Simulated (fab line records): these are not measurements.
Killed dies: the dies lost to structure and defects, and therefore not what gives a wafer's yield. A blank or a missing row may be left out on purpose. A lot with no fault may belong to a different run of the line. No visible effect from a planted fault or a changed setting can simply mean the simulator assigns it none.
A lot that was struck, set against a sound lot + flow gf180mcu + 30 out of 602 route steps
Sound: wafers L652.4, L652.5, L652.6. Struck: wafers L665.2, L665.5, L665.6. The cause is named last.
Order at every step that has rows: each side's tool, ch and its chambers, its first start. Under that, the readings that differ: sound wafers + struck wafers + difference of the means + sigmas: that difference in standard deviations of wafers without a fault.
alike: readings whose means differ by less than 2 such deviations, and words and numbers that are the same on both sides. not compared: withheld readings, readings that some wafer has no value for, bounds like >300 that may hide the same value, and numbers for which the record gives no deviation and whose values overlap.
Wherever a step has rows on one side only, a row that says differs or no value, or a row with sigmas, the two part there. When numbers do not overlap yet have no deviation, they are printed without sigmas and do not part them. Lack of a reading on every wafer of one side parts them only where that side has two or more wafers.

first, 3 steps without rows for these wafers: GF_PSD_EXPOSE_04 (exposes mask Pplus, target cd 400 nm); GF_PSD_PEB_05; GF_PSD_DEVELOP_06 (develop time 60 s).
GF_PSD_CD_MEAS_07 targets a cd of 400 nm.
  struck on cd-sem-01, day 21 19:56; sound on cd-sem-02, day 17 12:38
  alike: cd-nm
GF_PSD_OVL_MEAS_08:
  struck on overlay-02, day 21 20:03; sound on overlay-02, day 17 12:43
  alike: PSD_OVL
next, for these wafers, 1 step has no rows: GF_PSD_IMPLANT_09.
GF_PSD_STRIP_10: strips in O2/N2.
  sound on plasma-asher-04 ch 0,1, day 17 12:55; struck on plasma-asher-02 ch 0,1, day 21 20:14
  alike: chamber-pressure-mTorr, drypump-motor-current-A, heater-power-w, oes-product-au, strip-time-to-endpoint-s
  not compared: rf-hours-counter-h
GF_PSD_TW_MEAS_11:
  struck on film-metro-02, day 21 20:20; sound on film-metro-04, day 17 13:01
  alike: PSD_TW
then, 1 step without rows for these wafers: GF_PSD_CLEAN_12 (cleans in SC1/SC2, time 150 s).
GF_PSD_RTA_13: time 20 s.
  sound on rtp-anneal-01 ch 0, day 17 13:08; struck on rtp-anneal-01 ch 0, day 21 20:27
  alike: lamp-power-pct, wafer_temp_C_max
GF_PSD_RS_MEAS_14: measures by four-point-probe.
  struck on film-metro-01, day 21 20:32; sound on film-metro-02, day 17 13:14
  alike: NSD_RS
GF_PSD_RS_MEAS_15: measures by four-point-probe.
  struck on film-metro-01, day 21 20:40; sound on film-metro-02, day 17 13:22
  alike: PSD_RS
GF_SAB_CVD_00: deposits SiO2 from TEOS, target thk 50 nm, time 4.9302 s.
  sound on pecvd-02 ch 0,1,2, day 17 13:26; struck on pecvd-04 ch 0,1, day 21 20:46
| reading                              | sound           | struck           | difference | sigmas |
|--------------------------------------|-----------------|------------------|------------|--------|
| model.SiO2_of_SAB_CVD_00.thk-nm (nm) | 50.4 50.5 51.05 | 74.4 75.37 75.04 | +24.3      |        |
  alike: heater-power-w
GF_SAB_THK_MEAS_01:
  struck on film-metro-04, day 21 20:47; sound on film-metro-03, day 17 13:28
| reading             | sound          | struck         | difference | sigmas |
|---------------------|----------------|----------------|------------|--------|
| SAB_CVD_00_THK (nm) | 50.4 50.5 51.0 | 74.4 75.4 75.0 | +24.3      | +32    |
then, 7 steps without rows for these wafers: GF_SAB_DEHYDRATE_02 (time 60 s); GF_SAB_HMDS_03 (prime time 60 s); GF_SAB_COAT_04 (resist thk 1000 nm); GF_SAB_SOFTBAKE_05 (time 60 s); GF_SAB_EXPOSE_06 (exposes mask SAB, target cd 420 nm); GF_SAB_PEB_07; GF_SAB_DEVELOP_08 (develop time 60 s).
GF_SAB_CD_MEAS_09 targets a cd of 420 nm.
  struck on cd-sem-02, day 22 19:44; sound on cd-sem-02, day 18 12:16
  alike: cd-nm
GF_SAB_OVL_MEAS_10:
  struck on overlay-01, day 22 19:50; sound on overlay-01, day 18 12:20
  alike: SAB_OVL
GF_SAB_ETCH_11: etches SiO2 in C4F8/O2/Ar, target depth 55 nm, time 8.5 s.
  sound on rie-diel-03 ch 0,1,2, day 18 12:22; struck on rie-diel-02 ch 0,2,3, day 22 19:52
  alike: chamber-pressure-mTorr, oes-product-au
  not compared: rf-hours-counter-h
then, 1 step without rows for these wafers: GF_SAB_WET_ETCH_12 (etches SiO2 in dHF, target depth 22 nm, time 440 s).
GF_SAB_STRIP_13: strips in O2/N2.
  sound on plasma-asher-01 ch 0,1, day 18 12:33; struck on plasma-asher-03 ch 0,1, day 22 20:02
  alike: chamber-pressure-mTorr, drypump-motor-current-A, heater-power-w, oes-product-au, strip-time-to-endpoint-s
  not compared: rf-hours-counter-h
then, 1 step without rows for these wafers: GF_SALICIDE_CLEAN_00 (cleans in SC1/SC2, time 150 s).
GF_SALICIDE_WET_ETCH_01: etches SiO2 in dHF, target depth 5 nm, time 100 s.
  sound on wet-bench-02 ch 1, day 18 12:41; struck on wet-bench-01 ch 1, day 22 20:11
| reading                              | sound            | struck          | difference | sigmas |
|--------------------------------------|------------------|-----------------|------------|--------|
| model.SiO2_of_SAB_CVD_00.thk-nm (nm) | 39.59 39.69 40.2 | 63.7 64.71 64.4 | +24.4      |        |
  alike: temp-c
GF_SALICIDE_SPUTTER_02: material Co, target thk 10 nm, time 20 s.
  struck on pvd-sputter-02, day 22 20:13; sound on pvd-sputter-02, day 18 12:43
  alike: throttle-valve-pct
GF_PASSIVATION_PROBE_99:
  the record has rows for the sound wafers here (prober-01, day 31 20:04) and none for the struck ones

WHERE THEY PART
Earliest at GF_SAB_THK_MEAS_01; latest, in this record, at GF_PASSIVATION_PROBE_99.

WHY: what had been put in by the simulator
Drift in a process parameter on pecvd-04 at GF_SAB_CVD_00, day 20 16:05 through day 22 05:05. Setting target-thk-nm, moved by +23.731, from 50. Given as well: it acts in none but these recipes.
